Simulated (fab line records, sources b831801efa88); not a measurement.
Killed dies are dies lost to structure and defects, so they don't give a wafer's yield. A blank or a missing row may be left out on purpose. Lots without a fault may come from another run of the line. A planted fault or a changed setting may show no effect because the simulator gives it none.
Chamber matching | flow sky130 | SKY_CONTACT_CMP_04 on cmp-01: 4 sister chambers
The step polishes SiO2. 8 wafers are shown with their chamber, then 8 later ones without.

WAFERS WITH THEIR CHAMBER
wafer  | chamber | motor_current_A (A) | slurry_flow_ml_min
L432.5 | 2       | 11.4                | 149.1
L433.2 | 0       | 12.7                | 150.5
L435.1 | 1       | 11.9                | 150.4
L435.2 | 3       | 12.7                | 149.9
L435.4 | 0       | 12.8                | 150.3
L437.2 | 1       | 12.6                | 150.8
L437.6 | 3       | 13.0                | 149.9
L448.2 | 2       | 11.4                | 150.5

WAFERS WITHOUT THEIR CHAMBER
wafer  | motor_current_A (A) | slurry_flow_ml_min
L448.4 | 13.0                | 149.9
L448.6 | 13.1                | 149.6
L449.4 | 12.9                | 149.6
L449.5 | 11.5                | 150.2
L449.6 | 11.8                | 150.1
L450.1 | 12.6                | 149.8
L450.4 | 12.2                | 149.7
L450.5 | 12.0                | 150.5

WHICH CHAMBER EACH WENT THROUGH
wafer  | from the rows above               | in truth
L448.4 | can't be placed: 3 or 0           | 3
L448.6 | can't be placed: 3 or 0           | 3
L449.4 | can't be placed: 3 or 0           | 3
L449.5 | 2                                 | 2
L449.6 | can't be placed: 2 or 1 or 0      | 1
L450.1 | can't be placed: 3 or 0 or 1      | 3
L450.4 | can't be placed: 1 or 3 or 0 or 2 | 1
L450.5 | can't be placed: 1 or 2 or 0      | 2
Placed correctly: 1 of 8. Can't be placed from these rows: 7 (the true chamber is among the candidates in 7). Placed wrongly: 0.
How it was worked out, from the rows above alone: a wafer's distance from a chamber is the root of the sum, over the readings, of the square of ((its reading less the chamber's mean) divided by the reading's scatter). The wafer belongs to the nearest chamber; if the next one is less than 2 further off, it can't be placed. A chamber's mean is the mean of its shown wafers. The scatter: the root of (the sum of the squares of (reading less its chamber's mean) over the shown wafers, divided by (wafers less chambers)).
